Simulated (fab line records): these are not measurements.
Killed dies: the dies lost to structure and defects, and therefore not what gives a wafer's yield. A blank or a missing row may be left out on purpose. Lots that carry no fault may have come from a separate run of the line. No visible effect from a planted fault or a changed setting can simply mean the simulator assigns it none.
A struck lot beside a sound one | flow sky130 | 16 steps out of a route of 708
Sound: wafers L481.3, L481.4, L481.6. Wafers L489.2, L489.4, L489.6 were the ones struck. Last of all comes the cause.
At each step with rows: each side's tool, then ch and its chambers, then its first start. Under that, the readings that differ: sound wafers | struck wafers | difference of the means | sigmas: that difference in standard deviations of wafers without a fault.
alike: readings with means less than 2 such deviations apart, plus words and numbers identical on both sides. not compared: withheld readings, readings lacking a value on some wafer, bounds such as >300 that could conceal the same value, and numbers that have no deviation in the record and whose values overlap.
Wherever a step has rows on one side only, a row that says differs or no value, or a row with sigmas, the two part there. Numbers that don't overlap but have no deviation are shown without sigmas and don't part them. A reading missing from all wafers of one side parts the sides only when that side holds two or more wafers.

first, 3 steps without rows for these wafers: SKY_SONOS_TUNNEL_EXPOSE_04 (exposes mask TUNM, target cd 410 nm); SKY_SONOS_TUNNEL_PEB_05; SKY_SONOS_TUNNEL_DEVELOP_06 (develop time 60 s).
SKY_SONOS_TUNNEL_CD_MEAS_07: target cd 410 nm.
  struck on cdSem-02, day 14 01:11; sound on cdSem-01, day 11 11:52
  alike: cdNm
SKY_SONOS_TUNNEL_OVL_MEAS_08:
  struck on overlay-02, day 14 01:17; sound on overlay-01, day 11 11:58
  alike: SONOS_TUNNEL_OVL
then, 3 steps without rows for these wafers: SKY_SONOS_TUNNEL_IMPLANT_09; SKY_SONOS_TUNNEL_WET_ETCH_10 (etches SiO2 in dHF, target depth 14 nm, time 280 s); SKY_SONOS_TUNNEL_STRIP_11 (strips in SPM, time 600 s).
SKY_SONOS_TUNNEL_TW_MEAS_12:
  struck on filmMetro-02, day 14 01:45; sound on filmMetro-04, day 11 12:26
  alike: SONOS_TUNNEL_TW
then, 2 steps without rows for these wafers: SKY_SONOS_TUNNEL_CLEAN_13 (cleans in dHF, time 20 s); SKY_SONOS_ONO_OXIDATION_00 (stabilise 600 s, purge 300 s, target thk 2.6 nm).
SKY_SONOS_ONO_THK_MEAS_01:
  struck on filmMetro-02, day 14 03:10; sound on filmMetro-02, day 11 14:52
  alike: SONOS_ONO_OXIDATION_THK
SKY_SONOS_ONO_CVD_02: deposits Si3N4 from DCS/NH3, target thk 10.5 nm, time 180 s.
  sound on lpcvd-02 ch 0, day 11 15:03; struck on lpcvd-02 ch 1, day 14 05:17
reading                                    | sound             | struck            | difference | sigmas
spikeTcBottomC (C)                         | 781 782 781       | 802 802 806       | +22        | +5
spikeTcCentreC (C)                         | 771.2 771.8 772.8 | 785.2 785.2 784.7 | +13.1      | +11
spikeTcLowerC (C)                          | 770.6 769.6 771.1 | 785.3 786.9 786.0 | +15.6      | +11
spikeTcTopC (C)                            | 782.5 781.7 783.3 | 796.5 798.8 798.0 | +15.3      | +14
spikeTcUpperC (C)                          | 770.2 770.2 769.7 | 787.8 787.1 786.9 | +17.2      | +11
susceptorTempC (C)                         | 769.4 769.6 769.8 | 784.9 784.9 785.0 | +15.3      | +40
zonePowerLowerPct (%)                      | 13.82 13.76 14.10 | 14.43 14.57 14.81 | +0.71      | +4
zonePowerTopPct (%)                        | 25.0 25.1 25.0    | 27.1 27.4 27.9    | +2.4       | +3
zonePowerUpperPct (%)                      | 11.79 11.63 11.70 | 12.41 12.42 12.29 | +0.67      | +5
model.Si3N4_of_SONOS_ONO_CVD_02.thkNm (nm) | 10.68 10.55 10.65 | 13.82 13.84 13.92 | +3.23      | 
SKY_SONOS_ONO_THK_MEAS_03:
  struck on filmMetro-04, day 14 06:20; sound on filmMetro-01, day 11 16:07
reading                   | sound             | struck            | difference | sigmas
SONOS_ONO_CVD_02_THK (nm) | 10.70 10.59 10.57 | 13.84 13.81 14.03 | +3.27      | +27
then, 1 step without rows for these wafers: SKY_SONOS_ONO_CVD_04 (deposits SiO2 from SiH4/N2O, target thk 5.7199 nm).
-- a jump in the record: the struck wafers' starts before and after are 34 days apart (it breaks off in module SONOS_ONO and resumes in module PAD_OPEN, where the first step shown is number 708 of the route) --
SKY_PAD_OPEN_PROBE_99:
  struck on prober-01, day 47 23:44; sound on prober-01, day 45 17:18
reading                             | sound                         | struck                        | difference | sigmas
model.etest.nfet_16v.rOnOhmUm       | 1.429e+04 1.433e+04 1.431e+04 | 1.461e+04 1.439e+04 1.822e+04 | +1.430e+03 | 
model.etest.sonosErased.driveUaUm   | 185.9 187.8 194.7             | 84.07 90.14 95.04             | -99.72     | 
model.etest.nfet_05v0_nvt.driveUaUm | 568.5 566.4 562.1             | 557.6 560.6 418.5             | -53.4      | 
  alike: killed_at_M0_to_M3, killed_at_M4_up, killedAtContacts, killedAtFrontEnd, killedAtOther, killedDies, killedOpen, killedShort
  not compared: model.etest.pfet_16v.rOnOhmUm, model.etest.pfetG5v0d10v5.rOnOhmUm, model.etest.nfetG5v0d10v5.rOnOhmUm, model.etest.nfetG5v0d10v5.driveUaUm, model.etest.tipSonos.rsOhmSq

## WHERE THEY PART
Earliest at SKY_SONOS_ONO_CVD_02; latest, in this record, at SKY_SONOS_ONO_THK_MEAS_03. Later steps at which nothing parts them and some readings are alike: SKY_PAD_OPEN_PROBE_99.

WHY: what the simulator had put in
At SKY_SONOS_ONO_CVD_02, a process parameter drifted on lpcvd-02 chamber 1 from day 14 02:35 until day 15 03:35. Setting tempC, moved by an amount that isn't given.
